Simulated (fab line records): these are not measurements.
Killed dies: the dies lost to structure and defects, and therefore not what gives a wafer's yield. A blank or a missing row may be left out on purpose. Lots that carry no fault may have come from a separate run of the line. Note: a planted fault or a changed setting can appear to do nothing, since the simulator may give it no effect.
fab line records    flow sky130
[record] lots = 6  wafers = 18  lastDay = 50
route steps=708 shown FIELD_ISO@21 NWELL@32 DNWELL@35 PWDE@45 PAD_OPEN@708
lots with no fault: from the same line, run without faults
startH: the number of hours between the record's first day and the start of the first shown wafer of the lot    waitH: hours from the lot's prior step to this one    " repeats the value in the row above    L1.1+2: one row covering several wafers at once    - no value present, or no start provided    * or withheld: withheld    < > ~ a bound
route shown NAME@n: NAME is a module with steps in the file, n the number in the route of the first one    usual: average and standard deviation across the fault-free wafers    same: alike in all rows    chamber/n: place in a boat    sites: each site's reading    _std_site: the values' standard deviation    _edge_site: outer sites' mean less inner sites'    radiusMm: how far each site lies from the wafer's centre    mask NAME#n: copy n    behind: the most recent tool/chamber to have shaped the wafer    hold: the reason the lot was held/the length of the hold in hours/how it ended    device: which transistor (n, p or np) failed to switch    end of line: tests run on the same wafers once the route is complete    where a step has no rows: the recipe by itself    killed: at the first sort, the dies lost to defects and structure; wafer yield is something else    map: shows each die of a wafer: x if killed, . if not, _ if none is there
set.NAME: the setting the step ran with; set.NAME@STEP: the setting that earlier step ran with    model.NAME: the simulator's own value behind a step, which no gauge read
certain route steps with their lots: each step a table, each wafer a row
services: from which hour (startH, from the record's first day; less than 0 if before it) a tool's chamber was out of use, for how many hours, and why
[[steps]]
[step SKY_FIELD_ISO_CLEAN_20]
[recipe] chemistry = dHF  timeS = 20  dilution = 100:1
[step SKY_FIELD_ISO_WET_ETCH_21]
[recipe] chemistry = dHF  dilution = 100:1  targetDepthNm = 20  dry = ipaMarangoni  target = SiO2  tempC = 25  timeS = 400
[step SKY_FIELD_ISO_OXIDATION_22]
[recipe] tempC = 950  ambient = O2  stabiliseS = 600  purgeS = 300  targetThkA = 100  oxTimeS = 623
[step SKY_FIELD_ISO_THK_MEAS_23]
[recipe] reads = SiO2_of_FIELD_ISO_OXIDATION_22
[usual] FIELD_ISO_OXIDATION_01_THK = 9.95/0.17
lot.wafer  tool          chamber  startH  waitH  FIELD_ISO_OXIDATION_01_THK[nm]
L815.3     filmMetro-01  -        51.21   0.0    10.11
L815.5     "             -        "       "      9.87
L815.6     "             -        "       "      9.75
L820.1     filmMetro-01  -        77.65   0.0    10.01
L820.3     "             -        "       "      10.03
L820.4     "             -        "       "      9.78
L821.2     filmMetro-02  -        85.05   0.0    9.97
L821.3     "             -        "       "      10.10
L821.6     "             -        "       "      10.11
L825.1     filmMetro-01  -        103.26  0.0    9.91
L825.2     "             -        "       "      9.93
L825.6     "             -        "       "      10.02
L833.1     filmMetro-02  -        147.30  0.0    9.88
L833.2     "             -        "       "      10.00
L833.3     "             -        "       "      9.93
L834.2     filmMetro-02  -        153.89  0.0    9.62
L834.5     "             -        "       "      9.63
L834.6     "             -        "       "      9.70
[step SKY_FIELD_ISO_CVD_24]
[recipe] material = SiO2  targetThkNm = 595  tempC = 650  sigmaOpenFrac = 0.3  timeS = 99.2  sih4FlowSccm = 60  pressureMtorr = 6
[step SKY_FIELD_ISO_THK_MEAS_25]
[recipe] reads = SiO2_of_FIELD_ISO_CVD_24
[usual] FIELD_ISO_CVD_24_THK = 594/5.1
lot.wafer  tool          chamber  startH  waitH  FIELD_ISO_CVD_24_THK[nm]
L815.3     filmMetro-02  -        51.34   0.1    600
L815.5     "             -        "       "      598
L815.6     "             -        "       "      590
L820.1     filmMetro-02  -        77.78   0.0    589
L820.3     "             -        "       "      587
L820.4     "             -        "       "      600
L821.2     filmMetro-02  -        85.18   0.0    589
L821.3     "             -        "       "      591
L821.6     "             -        "       "      593
L825.1     filmMetro-04  -        103.40  0.0    598
L825.2     "             -        "       "      591
L825.6     "             -        "       "      595
L833.1     filmMetro-01  -        147.44  0.0    586
L833.2     "             -        "       "      586
L833.3     "             -        "       "      598
L834.2     filmMetro-04  -        154.03  0.0    586
L834.5     "             -        "       "      590
L834.6     "             -        "       "      598
[step SKY_FIELD_ISO_ANNEAL_26]
[recipe] tempC = 1000  timeS = 1800  ambient = N2
[step SKY_FIELD_ISO_CMP_27]
[recipe] stopOn = Si3N4  tOverpolishS = 16  downForcePsi = 4  platenRpm = 60  targetThkNm = 457.8  padVelocityMS = 0.94248
[usual] motorCurrentA = 12.5/1.3  overpolishRunS = 15.999/0.0093  retainingRingPressureFrac = 1.000/0.0051  timeToEndpointS = 111/3.3
lot.wafer  tool    chamber  startH  waitH  motorCurrentA  overpolishRunS  retainingRingPressureFrac  timeToEndpointS
L815.3     cmp-01  2        54.13   0.1    13.1           16.009          0.994                      113
L815.6     "       1        "       "      13.2           16.003          0.998                      110
L815.5     "       2        "       "      13.1           15.981          0.997                      111
L820.4     cmp-02  1        79.39   0.1    9.3            16.021          0.999                      120
L820.1     "       2        "       "      12.7           16.013          1.004                      111
L820.3     "       3        "       "      11.1           16.012          0.996                      115
L821.3     cmp-01  0        88.00   0.1    14.0           16.000          1.006                      109
L821.2     "       1        "       "      12.5           16.003          0.994                      115
L821.6     "       3        "       "      13.7           15.987          0.998                      115
L825.1     cmp-02  1        104.96  0.0    8.9            15.994          1.000                      110
L825.2     "       0        "       "      11.6           15.997          0.998                      112
L825.6     "       1        "       "      9.8            16.004          0.995                      112
L833.2     cmp-01  0        149.00  0.0    13.6           16.001          0.994                      111
L833.3     "       1        "       "      12.2           15.990          1.003                      113
L833.1     "       2        "       "      13.5           16.008          1.002                      109
L834.2     cmp-02  0        155.63  0.1    11.9           16.012          0.993                      114
L834.6     "       3        "       "      11.1           15.994          1.005                      121
L834.5     "       0        "       "      12.3           16.001          0.991                      113
[step SKY_FIELD_ISO_WET_ETCH_28]
[recipe] chemistry = dHF  targetDepthNm = 23.7  target = SiO2  dilution = 10:1  tempC = 25  timeS = 47
[step SKY_FIELD_ISO_WET_ETCH_29]
[recipe] chemistry = H3PO4  targetDepthNm = 160  target = Si3N4  tempC = 160  timeS = 1825
[step SKY_FIELD_ISO_WET_ETCH_30]
[recipe] chemistry = dHF  targetDepthNm = 25  target = SiO2  dilution = 10:1  tempC = 25  timeS = 50
[step SKY_NWELL_CLEAN_00]
[recipe] chemistry = SC1/SC2  mix = 1:4:20  tempC = 70  timeS = 150  dry = n2Spin
[step SKY_NWELL_OXIDATION_01]
[recipe] tempC = 900  ambient = O2  stabiliseS = 600  purgeS = 300  targetThkA = 100  oxTimeS = 1418
[usual] zonePowerCentrePct = 17.9/1.2
[same] stabiliseS = 600
lot.wafer  tool        chamber  startH  waitH  zonePowerCentrePct
L815.3     furnace-02  0        55.61   0.6    16.6
L815.5     "           0        "       "      16.7
L815.6     "           0        "       "      16.5
L820.1     furnace-02  0        82.47   2.2    16.5
L820.3     "           0        "       "      16.5
L820.4     "           0        "       "      16.5
L821.2     furnace-02  0        89.12   0.3    16.7
L821.3     "           0        "       "      16.8
L821.6     "           0        "       "      17.0
L825.1     furnace-01  0        106.21  0.3    19.2
L825.2     "           0        "       "      18.8
L825.6     "           0        "       "      19.4
L833.1     furnace-01  0        149.91  0.0    18.8
L833.2     "           0        "       "      19.2
L833.3     "           0        "       "      19.1
L834.2     furnace-01  0        157.42  0.9    18.9
L834.5     "           0        "       "      19.0
L834.6     "           0        "       "      19.1
[step SKY_NWELL_THK_MEAS_02]
[recipe] reads = SiO2_of_NWELL_OXIDATION_01
[usual] NWELL_OXIDATION_THK = 9.95/0.17
lot.wafer  tool          chamber  startH  waitH  NWELL_OXIDATION_THK[nm]
L815.3     filmMetro-04  -        57.03   0.0    9.85
L815.5     "             -        "       "      9.97
L815.6     "             -        "       "      9.73
L820.1     filmMetro-01  -        83.86   0.0    10.01
L820.3     "             -        "       "      10.09
L820.4     "             -        "       "      10.11
L821.2     filmMetro-04  -        90.52   0.0    10.21
L821.3     "             -        "       "      10.38
L821.6     "             -        "       "      10.07
L825.1     filmMetro-01  -        107.61  0.0    9.95
L825.2     "             -        "       "      10.01
L825.6     "             -        "       "      9.78
L833.1     filmMetro-01  -        151.30  0.0    9.94
L833.2     "             -        "       "      9.81
L833.3     "             -        "       "      9.91
L834.2     filmMetro-04  -        158.82  0.0    10.15
L834.5     "             -        "       "      10.07
L834.6     "             -        "       "      10.08
[step SKY_DNWELL_DEHYDRATE_00]
[recipe] tempC = 200  timeS = 60
[step SKY_DNWELL_HMDS_01]
[recipe] primeTimeS = 60  primeTempC = 120
[step SKY_DNWELL_COAT_02]
[recipe] spinRpm = 2000  resistThkNm = 3000
[step SKY_DNWELL_SOFTBAKE_03]
[recipe] tempC = 110  timeS = withheld
[step SKY_DNWELL_EXPOSE_04]
[recipe] maskId = DNM  na = 0.57  targetCdNm = 3000  doseMj = 222
[step SKY_DNWELL_PEB_05]
[recipe] tempC = 115  timeS = withheld
[step SKY_DNWELL_DEVELOP_06]
[recipe] wallAngleDeg = 90  developer = TMAH  developTimeS = 62.21  devTempC = 23
[step SKY_DNWELL_IMPLANT_07]
[recipe] species = P  energyKev = withheld  doseCm2 = withheld  tiltDeg = withheld
[step SKY_DNWELL_STRIP_08]
[recipe] chemistry = O2/N2  powerW = 1400  pressureMtorr = 1500  platenTempC = withheld  o2FlowSccm = 3000  n2FlowSccm = 300  overashFraction = 0.5
[usual] drypumpMotorCurrentA = 5.77/0.22  oesProductAu = 0.722/0.0041  stripTimeToEndpointS = 36.92/0.097
lot.wafer  tool            chamber  startH  waitH  drypumpMotorCurrentA  oesProductAu  rfHoursCounterH  stripTimeToEndpointS
L815.3     plasmaAsher-02  0        73.05   0.1    5.65                  0.719         -                36.94
L815.5     "               1        "       "      6.12                  0.728         -                36.99
L815.6     "               0        "       "      5.65                  0.728         -                37.05
L820.1     plasmaAsher-04  0        101.19  0.1    5.73                  0.727         43               36.92
L820.3     "               1        "       "      5.57                  0.719         -                36.85
L820.4     "               0        "       "      5.72                  0.724         -                36.93
L821.2     plasmaAsher-02  0        107.95  0.1    5.69                  0.710         43               36.89
L821.3     "               1        "       "      6.08                  0.719         -                36.86
L821.6     "               1        "       "      6.08                  0.732         -                36.99
L825.1     plasmaAsher-02  1        126.05  0.1    6.12                  0.720         45               36.89
L825.2     "               0        "       "      5.68                  0.721         45               36.91
L825.6     "               0        "       "      5.67                  0.719         -                36.83
L833.1     plasmaAsher-04  0        171.64  0.1    5.72                  0.717         51               36.89
L833.2     "               1        "       "      5.59                  0.718         51               36.93
L833.3     "               1        "       "      5.58                  0.726         -                36.97
L834.2     plasmaAsher-04  1        178.44  0.1    5.55                  0.720         51               36.88
L834.5     "               0        "       "      5.72                  0.715         -                36.94
L834.6     "               1        "       "      5.55                  0.719         -                36.92
[step SKY_DNWELL_TW_MEAS_09]
[usual] DNWELL_TW = 1124/10
lot.wafer  tool          chamber  startH  waitH  DNWELL_TW
L815.3     filmMetro-01  -        73.14   0.1    1141
L815.5     "             -        "       "      1135
L815.6     "             -        "       "      1141
L820.1     filmMetro-01  -        101.29  0.1    1131
L820.3     "             -        "       "      1131
L820.4     "             -        "       "      1127
L821.2     filmMetro-04  -        108.06  0.1    1123
L821.3     "             -        "       "      1122
L821.6     "             -        "       "      1124
L825.1     filmMetro-03  -        126.15  0.1    1103
L825.2     "             -        "       "      1102
L825.6     "             -        "       "      1103
L833.1     filmMetro-01  -        171.74  0.1    1126
L833.2     "             -        "       "      1116
L833.3     "             -        "       "      1121
L834.2     filmMetro-01  -        178.55  0.1    1136
L834.5     "             -        "       "      1140
L834.6     "             -        "       "      1138
[step SKY_PWDE_DEHYDRATE_00]
[recipe] tempC = 200  timeS = 60
[step SKY_PWDE_HMDS_01]
[recipe] primeTimeS = 60  primeTempC = 120
[step SKY_PWDE_COAT_02]
[recipe] spinRpm = 2000  resistThkNm = 3000
[step SKY_PWDE_SOFTBAKE_03]
[recipe] tempC = 110  timeS = withheld
[step SKY_PWDE_EXPOSE_04]
[recipe] maskId = PWDEM  na = 0.6  sourceShape = conventional  sigmaOuter = 0.6  polarization = unpolarized  targetCdNm = 840  doseMj = 214
[step SKY_PWDE_PEB_05]
[recipe] tempC = 115  timeS = withheld
[step SKY_PWDE_DEVELOP_06]
[recipe] wallAngleDeg = 90  developer = TMAH  developTimeS = 60  devTempC = 23
[step SKY_PWDE_OVL_MEAS_07]
[usual] PWDE_OVL = 1.0/2.3
lot.wafer  tool        chamber  startH  waitH  PWDE_OVL[nm]
L815.3     overlay-02  -        89.53   -      1.6
L815.5     "           -        "       "      0.2
L815.6     "           -        "       "      1.1
L820.1     overlay-02  -        118.99  -      2.6
L820.3     "           -        "       "      1.0
L820.4     "           -        "       "      1.1
L821.2     overlay-02  -        126.55  -      1.0
L821.3     "           -        "       "      -1.1
L821.6     "           -        "       "      0.2
L825.1     overlay-02  -        144.76  -      2.4
L825.2     "           -        "       "      2.5
L825.6     "           -        "       "      2.4
L833.1     overlay-01  -        192.66  -      1.8
L833.2     "           -        "       "      1.9
L833.3     "           -        "       "      1.8
L834.2     overlay-01  -        199.87  -      2.0
L834.5     "           -        "       "      1.8
L834.6     "           -        "       "      1.5
[step SKY_PWDE_IMPLANT_08]
[recipe] species = B  energyKev = 150  doseCm2 = 3.6e+12  tiltDeg = withheld
[step SKY_PWDE_STRIP_09]
[recipe] chemistry = O2/N2  powerW = 1400  pressureMtorr = 1500  platenTempC = withheld  o2FlowSccm = 3000  n2FlowSccm = 300  overashFraction = 0.5
[usual] drypumpMotorCurrentA = 5.6/0.35  oesProductAu = 0.722/0.0047  stripTimeToEndpointS = 36.96/0.11
lot.wafer  tool            chamber  startH  waitH  drypumpMotorCurrentA  oesProductAu  rfHoursCounterH  stripTimeToEndpointS
L815.3     plasmaAsher-01  0        89.74   0.1    5.1                   0.722         -                36.95
L815.5     "               0        "       "      5.1                   0.724         -                37.07
L815.6     "               1        "       "      5.1                   0.711         -                37.08
L820.1     plasmaAsher-03  1        119.18  0.1    5.4                   0.722         0                37.09
L820.3     "               1        "       "      5.4                   0.718         -                36.94
L820.4     "               0        "       "      5.8                   0.716         -                36.98
L821.2     plasmaAsher-01  0        126.73  0.1    5.1                   0.723         30               37.01
L821.3     "               0        "       "      5.1                   0.726         -                36.99
L821.6     "               1        "       "      5.1                   0.716         -                37.01
L825.1     plasmaAsher-02  1        144.95  0.1    6.1                   0.719         47               36.86
L825.2     "               0        "       "      5.7                   0.720         47               36.99
L825.6     "               1        "       "      6.1                   0.720         -                36.93
L833.1     plasmaAsher-03  1        192.85  0.1    5.4                   0.720         7                37.14
L833.2     "               0        "       "      5.8                   0.723         7                37.13
L833.3     "               0        "       "      5.8                   0.728         -                37.04
L834.2     plasmaAsher-03  1        200.05  0.1    5.4                   0.717         7                37.13
L834.5     "               1        "       "      5.4                   0.720         -                37.12
L834.6     "               0        "       "      5.8                   0.725         -                37.09
[step SKY_PWDE_TW_MEAS_10]
[usual] PWDE_TW = 376/3.4
lot.wafer  tool          chamber  startH  waitH  PWDE_TW
L815.3     filmMetro-03  -        89.83   0.1    376
L815.5     "             -        "       "      374
L815.6     "             -        "       "      375
L820.1     filmMetro-01  -        119.28  0.1    379
L820.3     "             -        "       "      381
L820.4     "             -        "       "      380
L821.2     filmMetro-01  -        126.84  0.1    378
L821.3     "             -        "       "      381
L821.6     "             -        "       "      379
L825.1     filmMetro-01  -        145.06  0.1    379
L825.2     "             -        "       "      379
L825.6     "             -        "       "      380
L833.1     filmMetro-03  -        192.95  0.1    373
L833.2     "             -        "       "      374
L833.3     "             -        "       "      375
L834.2     filmMetro-03  -        200.16  0.1    373
L834.5     "             -        "       "      372
L834.6     "             -        "       "      373
[step SKY_NWELL_DEHYDRATE_03]
[recipe] tempC = 200  timeS = 60
[step SKY_NWELL_HMDS_04]
[recipe] primeTimeS = 60  primeTempC = 120
[step SKY_NWELL_COAT_05]
[recipe] spinRpm = 2000  resistThkNm = 3000
[step SKY_NWELL_SOFTBAKE_06]
[recipe] tempC = 110  timeS = withheld
[step SKY_NWELL_EXPOSE_07]
[recipe] maskId = NWM  na = 0.6  sourceShape = conventional  sigmaOuter = 0.6  polarization = unpolarized  targetCdNm = 840  doseMj = 255
[step SKY_NWELL_PEB_08]
[recipe] tempC = 115  timeS = withheld
[step SKY_NWELL_DEVELOP_09]
[recipe] wallAngleDeg = 90  developer = TMAH  developTimeS = 61.01  devTempC = 23
[step SKY_PAD_OPEN_PROBE_99]
[usual] killed_at_M0_to_M3 = 43/7.7  killed_at_M4_up = 3.0/1.7  killedAtContacts = 24/5.2  killedAtFrontEnd = 15/4.5  killedAtOther = 0.3/0.5  killedDies = 85/9.5  killedOpen = 47/6.6  killedShort = 38/6.6
[same] grossDies = 492  killedAtBackSide = 0
lot.wafer  tool       chamber  startH   waitH  killed_at_M0_to_M3  killed_at_M4_up  killedAtContacts  killedAtFrontEnd  killedAtOther  killedDies  killedOpen  killedShort  model.etest.capOno.gateBvV  model.etest.diodeNwellSub.leakLog10ACm2  model.etest.diodeDnwellSub.leakLog10ACm2  model.etest.diodePwellDnwell.leakLog10ACm2  model.etest.capThickOxide.gateBvV  model.etest.diodeNdiffPwellHv.leakLog10ACm2  model.etest.diodePdiffNwellHv.leakLog10ACm2  model.etest.nfet_16v.offLog10AUm
L815.3     prober-02  -        1111.17  0.2    32                  7                17                18                1              75          38          37           15.5                        -7.344                                   -7.369                                    -7.391                                      15.7                               -6.452                                       -6.352                                       -13.9
L815.5     prober-02  -        1111.27  0.2    33                  4                29                16                0              82          45          37           15.05                       -7.482                                   -7.448                                    -7.924                                      15.9                               -6.758                                       -6.434                                       -13.91
L815.6     prober-02  -        1111.32  0.2    51                  3                23                16                0              93          52          41           15.77                       -7.508                                   -7.427                                    -7.473                                      15.69                              -6.511                                       -6.55                                        -13.81
L820.1     prober-02  -        1128.25  0.1    49                  3                24                14                1              91          58          33           15.54                       -6.721                                   -6.602                                    -7.292                                      14.31                              -6.355                                       -6.516                                       -13.56
L820.3     prober-02  -        1128.35  0.2    40                  4                20                16                0              80          45          35           15.76                       -6.469                                   -6.591                                    -7.117                                      14.7                               -6.546                                       -6.312                                       -13.65
L820.4     prober-02  -        1128.40  0.2    43                  5                18                17                0              83          50          33           15.17                       -6.545                                   -6.512                                    -7.128                                      14.59                              -5.993                                       -6.263                                       -13.59
L821.2     prober-01  -        1135.19  0.1    34                  4                23                14                0              75          42          33           14.98                       -6.531                                   -6.938                                    -6.954                                      15.22                              -6.581                                       -6.433                                       -13.54
L821.3     prober-01  -        1135.24  0.2    33                  4                28                23                0              88          58          30           15.18                       -6.82                                    -6.746                                    -6.899                                      15.49                              -6.545                                       -6.563                                       -13.69
L821.6     prober-01  -        1135.39  0.3    41                  4                23                14                0              82          44          38           15.66                       -6.513                                   -6.436                                    -7.184                                      15.29                              -6.224                                       -6.431                                       -13.72
L825.1     prober-01  -        1172.05  0.1    47                  4                24                16                1              92          51          41           15.81                       -7.361                                   -7.437                                    -7.731                                      16.41                              -6.879                                       -6.253                                       -13.86
L825.2     prober-01  -        1172.10  0.1    44                  0                17                14                0              75          44          31           15.79                       -7.428                                   -7.447                                    -7.696                                      16                                 -6.672                                       -6.413                                       -13.89
L825.6     prober-01  -        1172.30  0.2    58                  4                24                20                0              106         63          43           15.71                       -7.518                                   -7.243                                    -7.535                                      16.22                              -6.658                                       -6.116                                       -13.85
L833.1     prober-01  -        1193.04  0.1    38                  6                26                15                0              85          42          43           15.85                       -7.355                                   -6.856                                    -7.443                                      15.54                              -6.366                                       -6.722                                       -13.86
L833.2     prober-01  -        1193.09  0.1    27                  1                26                6                 0              60          44          16           15.99                       -7.363                                   -7.087                                    -7.495                                      15.41                              -6.591                                       -6.322                                       -13.9
L833.3     prober-01  -        1193.14  0.2    38                  4                23                10                0              75          42          33           16.06                       -7.268                                   -7.447                                    -7.865                                      15.53                              -6.561                                       -6.642                                       -13.86
L834.2     prober-02  -        1194.59  0.1    47                  1                15                15                0              78          40          38           16.02                       -7.125                                   -7.401                                    -7.681                                      15.87                              -6.695                                       -6.601                                       -13.71
L834.5     prober-02  -        1194.74  0.2    42                  3                34                16                0              95          46          49           15.29                       -7.413                                   -7.469                                    -7.254                                      15.73                              -6.805                                       -6.82                                        -13.97
L834.6     prober-02  -        1194.79  0.2    44                  2                22                21                0              89          52          37           15.71                       -7.192                                   -7.362                                    -7.743                                      15.93                              -6.588                                       -6.818                                       -13.73
// killed by level:class
L815.3 VIA1:geometricParticle:open=8 VIA3:geometricParticle:open=8 POLY_GATE:geometricParticle:short=7 CONTACT:geometricParticle:short=5 CONTACT:geometricParticle:open=5 POLY_GATE:geometricParticle:open=4 LOCAL_INTERCONNECT:geometricParticle:short=4 VIA2:geometricParticle:open=4
L815.5 LI_CONTACT:geometricParticle:open=11 VIA3:geometricParticle:open=10 CONTACT:geometricParticle:open=9 CONTACT:geometricParticle:short=5 POLY_GATE:geometricParticle:short=4 VIA3:geometricParticle:short=4 VIA2:geometricParticle:open=4 METAL4:geometricParticle:short=4
L815.6 VIA3:geometricParticle:open=16 CONTACT:geometricParticle:open=8 VIA1:geometricParticle:open=8 LI_CONTACT:geometricParticle:open=7 METAL2:geometricParticle:short=6 METAL1:geometricParticle:short=5 POLY_GATE:geometricParticle:open=4 CONTACT:geometricParticle:short=4
L820.1 CONTACT:geometricParticle:open=11 VIA3:geometricParticle:open=11 VIA1:geometricParticle:open=10 VIA2:geometricParticle:open=8 LI_CONTACT:geometricParticle:open=7 FIELD_ISO:geometricParticle:short=5 VIA1:geometricParticle:short=5 METAL1:geometricParticle:short=4
L820.3 VIA1:geometricParticle:open=9 POLY_GATE:geometricParticle:open=6 LI_CONTACT:geometricParticle:open=6 CONTACT:geometricParticle:open=6 VIA2:geometricParticle:open=5 VIA3:geometricParticle:short=5 METAL1:geometricParticle:short=4 METAL2:geometricParticle:short=4
L820.4 VIA1:geometricParticle:open=13 VIA2:geometricParticle:open=10 CONTACT:geometricParticle:open=7 POLY_GATE:geometricParticle:short=5 METAL1:geometricParticle:short=5 VIA3:geometricParticle:open=5 FIELD_ISO:geometricParticle:short=4 METAL2:geometricParticle:short=4
L821.2 LI_CONTACT:geometricParticle:open=8 CONTACT:geometricParticle:open=6 CONTACT:geometricParticle:short=6 VIA2:geometricParticle:short=6 VIA3:geometricParticle:open=6 POLY_GATE:geometricParticle:open=5 VIA1:geometricParticle:open=5 VIA2:geometricParticle:open=4
L821.3 LI_CONTACT:geometricParticle:open=14 VIA1:geometricParticle:open=10 CONTACT:geometricParticle:open=9 FIELD_ISO:geometricParticle:open=7 VIA2:geometricParticle:open=7 POLY_GATE:geometricParticle:short=6 POLY_GATE:geometricParticle:open=5 FIELD_ISO:geometricParticle:short=4
L821.6 VIA1:geometricParticle:open=14 METAL2:geometricParticle:short=8 LI_CONTACT:geometricParticle:short=5 LI_CONTACT:geometricParticle:open=5 CONTACT:geometricParticle:open=5 VIA3:geometricParticle:open=5 POLY_GATE:geometricParticle:open=4 CONTACT:geometricParticle:short=4
L825.1 VIA1:geometricParticle:open=15 CONTACT:geometricParticle:open=12 VIA1:geometricParticle:short=8 VIA2:geometricParticle:open=7 LOCAL_INTERCONNECT:geometricParticle:short=5 FIELD_ISO:geometricParticle:short=4 METAL1:geometricParticle:short=4 METAL2:geometricParticle:short=4
L825.2 VIA1:geometricParticle:open=8 POLY_GATE:geometricParticle:open=7 CONTACT:geometricParticle:open=7 METAL1:geometricParticle:short=7 VIA3:geometricParticle:open=7 VIA2:geometricParticle:open=6 VIA1:geometricParticle:short=5 METAL3:geometricParticle:short=5
L825.6 VIA1:geometricParticle:open=20 CONTACT:geometricParticle:open=9 POLY_GATE:geometricParticle:open=7 LI_CONTACT:geometricParticle:open=7 METAL3:geometricParticle:short=7 VIA1:geometricParticle:short=6 VIA3:geometricParticle:open=6 LOCAL_INTERCONNECT:geometricParticle:short=5
L833.1 CONTACT:geometricParticle:open=11 VIA1:geometricParticle:open=9 METAL2:geometricParticle:short=7 LI_CONTACT:geometricParticle:open=6 FIELD_ISO:geometricParticle:open=5 VIA3:geometricParticle:open=5 METAL4:geometricParticle:short=5 METAL1:geometricParticle:short=4
L833.2 CONTACT:geometricParticle:open=11 LI_CONTACT:geometricParticle:open=9 VIA3:geometricParticle:open=8 VIA1:geometricParticle:open=6 LI_CONTACT:geometricParticle:short=4 VIA2:geometricParticle:short=4 POLY_GATE:geometricParticle:open=3 METAL3:geometricParticle:short=3
L833.3 VIA3:geometricParticle:open=10 VIA1:geometricParticle:open=7 LOCAL_INTERCONNECT:geometricParticle:short=6 METAL2:geometricParticle:short=6 LI_CONTACT:geometricParticle:open=5 CONTACT:geometricParticle:open=5 VIA1:geometricParticle:short=4 VIA2:geometricParticle:open=4
L834.2 VIA3:geometricParticle:open=7 VIA2:geometricParticle:open=7 CONTACT:geometricParticle:open=6 METAL1:geometricParticle:short=6 METAL1:geometricParticle:open=5 VIA1:geometricParticle:open=5 METAL2:geometricParticle:short=5 CONTACT:geometricParticle:short=4
L834.5 CONTACT:geometricParticle:open=12 LI_CONTACT:geometricParticle:open=9 METAL1:geometricParticle:short=8 POLY_GATE:geometricParticle:short=7 VIA1:geometricParticle:open=7 METAL2:geometricParticle:short=7 LI_CONTACT:geometricParticle:short=5 VIA1:geometricParticle:short=5
L834.6 VIA1:geometricParticle:open=9 VIA2:geometricParticle:open=9 LI_CONTACT:geometricParticle:open=8 CONTACT:geometricParticle:open=7 METAL2:geometricParticle:short=6 FIELD_ISO:geometricParticle:open=5 POLY_GATE:geometricParticle:open=5 METAL1:geometricParticle:short=5
[[services]]
tool            chamber  startH  hours  kind
cmp-01          -        42.91   0.9    repair
cmp-02          -        43.27   0.7    repair
cmp-01          -        59.68   0.3    repair
cmp-02          -        64.04   4.0    pm
cmp-02          -        68.04   -      consumableReplace:conditioner
cmp-02          -        68.04   -      consumableReplace:pad
cmp-01          -        72.41   0.9    repair
cmp-01          -        75.77   5.7    pm
furnace-01      -        78.90   4.5    pm
cmp-02          -        81.11   1.5    repair
plasmaAsher-03  -        108.75  9.0    pm
plasmaAsher-03  0        108.75  9.0    ventCycle
plasmaAsher-03  1        108.75  9.0    ventCycle
cmp-02          -        114.77  4.5    pm
plasmaAsher-03  0        117.75  -      clean
plasmaAsher-03  1        117.75  -      clean
cmp-02          -        121.48  32.7   repair
cmp-02          -        174.24  1.9    repair
furnace-02      -        174.44  2.6    pm
cmp-02          -        185.58  4.6    pm
plasmaAsher-03  -        194.28  5.4    repair
plasmaAsher-04  -        199.25  1.9    repair
[[key]]
firstSign none at tools or gauges
[modelEffect] step = SKY_PAD_OPEN_PROBE_99  value = etest.capOno.gateBvV  without = 16.07  struck = 15.38
metAt SKY_NWELL_OXIDATION_01
struckWafers L820.1,L820.3,L820.4,L821.2,L821.3,L821.6
testerLeftOut L820,L821
onsetBetween 55.61 82.47
[fault] kind = metallicContaminationSource  tool = furnace-02  chamber = -  onsetH = 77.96  steps = SKY_NWELL_OXIDATION_01  rateCm2PerVisit = 6.8417e+11  species = metalFeCm2
// testerLeftOut: of these lots the tester's yield and bins aren't shown, on N5 and GAA mostly nor the transistor test; their killed dies are dies lost to structure and defects alone, not to doping, threshold or leakage, so they don't give the yield
